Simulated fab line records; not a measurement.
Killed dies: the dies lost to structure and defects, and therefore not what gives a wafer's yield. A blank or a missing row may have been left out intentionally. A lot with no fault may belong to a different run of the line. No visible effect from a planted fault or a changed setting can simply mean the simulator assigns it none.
Struck lot and sound lot, side by side | flow gf180mcu | 15 steps out of a route of 602
Sound: these wafers, L335.2, L335.3, L335.4. Wafers struck: L338.1, L338.3, L338.5. At the end, the cause is stated.
Each step with rows lists, per side, the tool, then ch with its chambers, then its first start. Under that, the readings that differ: sound wafers | struck wafers | difference of the means | sigmas: that difference in standard deviations of wafers without a fault.
alike: same words and numbers on both sides, and readings whose means sit less than 2 such deviations apart. not compared: any withheld reading, any reading some wafer has no value for, any bound like >300 that may hide the same value, and any number with overlapping values for which the record gives no deviation.
A row with sigmas, a row that says differs or no value, or rows on one side alone: a step with any of these is where the two part. Numbers that have no deviation but don't overlap get no sigmas and don't part them. A reading missing from all wafers of one side parts the sides only when that side holds two or more wafers.

first, 1 step without rows for these wafers: GF_HV_LDD_DEVELOP_18 (develop time 60 s).
GF_HV_LDD_CD_MEAS_19: the cd target is 400 nm.
  sound on cd sem-02 at day 15 19:44; struck on cd sem-02 at day 16 19:40
  alike: cd nm
GF_HV_LDD_OVL_MEAS_20:
  sound on overlay-01 at day 15 19:50; struck on overlay-02 at day 16 19:47
  alike: HV_LDD_01_OVL
then, 1 step without rows for these wafers: GF_HV_LDD_IMPLANT_21.
GF_HV_LDD_STRIP_22: strips in O2/N2.
  sound on plasma asher-03 ch 0,1, day 15 20:01; struck on plasma asher-03 ch 0,1, day 16 19:58
  alike: drypump motor current A, heater power w, oes product au, platen temp c, strip time to endpoint s
  not compared: rf hours counter h
GF_HV_LDD_TW_MEAS_23:
  sound on film metro-03 at day 15 20:08; struck on film metro-04 at day 16 20:04
  alike: HV_LDD_2_TW
then, 6 steps without rows for these wafers: GF_HV_LDD_DEHYDRATE_24 (time 60 s); GF_HV_LDD_HMDS_25 (prime time 60 s); GF_HV_LDD_COAT_26 (resist thk 1000 nm); GF_HV_LDD_SOFTBAKE_27 (time 60 s); GF_HV_LDD_EXPOSE_28 (exposes mask Nplus HV AREA, target cd 400 nm); GF_HV_LDD_PEB_29.
GF_HV_LDD_DEVELOP_30: develop time 60 s.
  sound on litho track-02 ch 0, day 16 19:23; struck on litho track-03 ch 0, day 17 20:31
  reading              | sound             | struck            | difference | sigmas
  developer temp C (C) | 22.92 22.96 22.83 | 23.87 24.03 23.93 | +1.04      | +11
GF_HV_LDD_CD_MEAS_31: the cd target is 400 nm.
  sound on cd sem-01 at day 16 19:32; struck on cd sem-01 at day 17 20:40
  alike: cd nm
-- record jumps: 17 days separate the struck wafers' starts on either side; left off in module HV_LDD, taken up again in module PASSIVATION, whose first shown step is the route's number 602 --
GF_PASSIVATION_PROBE_99:
  only the struck wafers here have rows in the record (prober-01, day 35 01:25); the sound ones have none

== WHERE THEY PART ==
At GF_HV_LDD_DEVELOP_30 first; at GF_PASSIVATION_PROBE_99 last (within this record only).

WHY: the cause the simulator had injected
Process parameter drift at GF_HV_LDD_DEVELOP_30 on litho track-03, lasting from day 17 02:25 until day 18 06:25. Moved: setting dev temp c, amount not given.
